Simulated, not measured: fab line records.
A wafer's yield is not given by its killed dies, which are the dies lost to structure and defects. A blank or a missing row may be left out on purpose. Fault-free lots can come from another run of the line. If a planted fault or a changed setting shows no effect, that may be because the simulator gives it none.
Struck lot and sound lot, side by side + flow gf180mcu + 27 out of 602 route steps
Sound: the wafers L191.2, L191.4, L191.6. Wafers struck: L188.1, L188.2, L188.3. At the end, the cause is stated.
Order at every step that has rows: each side's tool, ch and its chambers, its first start. Under that, the readings that differ: sound wafers + struck wafers + difference of the means + sigmas: that difference in standard deviations of wafers without a fault.
alike: same words and numbers on both sides, and readings whose means sit less than 2 such deviations apart. not compared: any withheld reading, any reading some wafer has no value for, any bound like >300 that may hide the same value, and any number with overlapping values for which the record gives no deviation.
Wherever a step has rows on one side only, a row that says differs or no value, or a row with sigmas, the two part there. When numbers do not overlap yet have no deviation, they are printed without sigmas and do not part them. Lack of a reading on every wafer of one side parts them only where that side has two or more wafers.

GF_LVPWELL_STRIP_10: strips in O2/N2.
  sound on plasma_asher-02 ch 0,1, day 9 00:00; struck on plasma_asher-04 ch 0,1, day 8 09:23
| reading                     | sound       | struck      | difference | sigmas |
|-----------------------------|-------------|-------------|------------|--------|
| drypump_motor_current_A (A) | 6.1 6.2 6.1 | 5.1 5.4 5.1 | -0.9       | -3     |
  alike: chamber_pressure_mTorr, heater_power_w, n2_flow_sccm, oes_product_au, strip_time_to_endpoint_s
  not compared: rf_hours_counter_h
GF_LVPWELL_TW_MEAS_11:
  sound: film_metro-01 at day 9 00:07; struck: film_metro-01 at day 8 09:29
  alike: LVPWELL_TW
then, 7 steps without rows for these wafers: GF_MVSD_DEHYDRATE_00 (time 60 s); GF_MVSD_HMDS_01 (prime time 60 s); GF_MVSD_COAT_02 (resist thk 3000 nm); GF_MVSD_SOFTBAKE_03; GF_MVSD_EXPOSE_04 (exposes mask MVSD, target cd 1000 nm); GF_MVSD_PEB_05; GF_MVSD_DEVELOP_06 (develop time 60 s).
GF_MVSD_OVL_MEAS_07:
  sound: overlay-01 at day 9 15:55; struck: overlay-02 at day 9 02:17
| reading       | sound       | struck         | difference | sigmas |
|---------------|-------------|----------------|------------|--------|
| MVSD_OVL (nm) | 1.3 1.5 2.2 | -2.7 -0.6 -1.0 | -3.1       | -2     |
then, 2 steps without rows for these wafers: GF_MVSD_IMPLANT_08; GF_MVSD_IMPLANT_09.
GF_MVSD_STRIP_10: strips in O2/N2.
  sound on plasma_asher-04 ch 1, day 9 16:15; struck on plasma_asher-01 ch 0,1, day 9 02:38
  no value came back on the struck wafers for any of 6 readings (chamber_pressure_mTorr (mTorr), drypump_motor_current_A (A) and others); on the sound wafers chamber_pressure_mTorr (mTorr) reads 1497.2 1501.4 1499.9
| reading                                | sound | struck         | difference | sigmas |
|----------------------------------------|-------|----------------|------------|--------|
| model.coat_of_MVSD_COAT_02.thk_nm (nm) | 0 0 0 | 2985 2993 2992 | +2990      |        |
  not compared: rf_hours_counter_h
GF_MVSD_TW_MEAS_11:
  sound: film_metro-01 at day 9 16:22; struck: film_metro-01 at day 9 02:44
  alike: MVSD_TW
then, 7 steps without rows for these wafers: GF_MVPSD_DEHYDRATE_00 (time 60 s); GF_MVPSD_HMDS_01 (prime time 60 s); GF_MVPSD_COAT_02 (resist thk 3000 nm); GF_MVPSD_SOFTBAKE_03; GF_MVPSD_EXPOSE_04 (exposes mask MVPSD, target cd 1000 nm); GF_MVPSD_PEB_05; GF_MVPSD_DEVELOP_06 (develop time 60 s).
GF_MVPSD_OVL_MEAS_07:
  sound: overlay-01 at day 10 10:00; struck: overlay-02 at day 9 19:05
  alike: MVPSD_OVL
then, 2 steps without rows for these wafers: GF_MVPSD_IMPLANT_08; GF_MVPSD_IMPLANT_09.
GF_MVPSD_STRIP_10: strips in O2/N2.
  sound on plasma_asher-02 ch 0,1, day 10 10:20; struck on plasma_asher-04 ch 0,1, day 9 19:26
| reading                      | sound             | struck            | difference | sigmas      |
|------------------------------|-------------------|-------------------|------------|-------------|
| oes_product_au (a.u.)        | 0.718 0.724 0.732 | 0.733 0.740 0.740 | +0.013     | +3          |
| strip_time_to_endpoint_s (s) | 37.03 37.09 37.08 | 80.99 81.08 81.05 | +43.97     | +99 or more |
  alike: chamber_pressure_mTorr, drypump_motor_current_A, heater_power_w, n2_flow_sccm
  not compared: rf_hours_counter_h
GF_MVPSD_TW_MEAS_11:
  sound: film_metro-02 at day 10 10:26; struck: film_metro-03 at day 9 19:32
| reading  | sound       | struck   | difference | sigmas |
|----------|-------------|----------|------------|--------|
| MVPSD_TW | 550 551 550 | 30 29 30 | -521       | -93    |
then, 1 step without rows for these wafers: GF_VT_IMPLANT_DEHYDRATE_00 (time 60 s).

WHERE THEY PART
At GF_LVPWELL_STRIP_10 first; at GF_MVPSD_TW_MEAS_11 last (within this record only).

WHY: what the simulator had put in
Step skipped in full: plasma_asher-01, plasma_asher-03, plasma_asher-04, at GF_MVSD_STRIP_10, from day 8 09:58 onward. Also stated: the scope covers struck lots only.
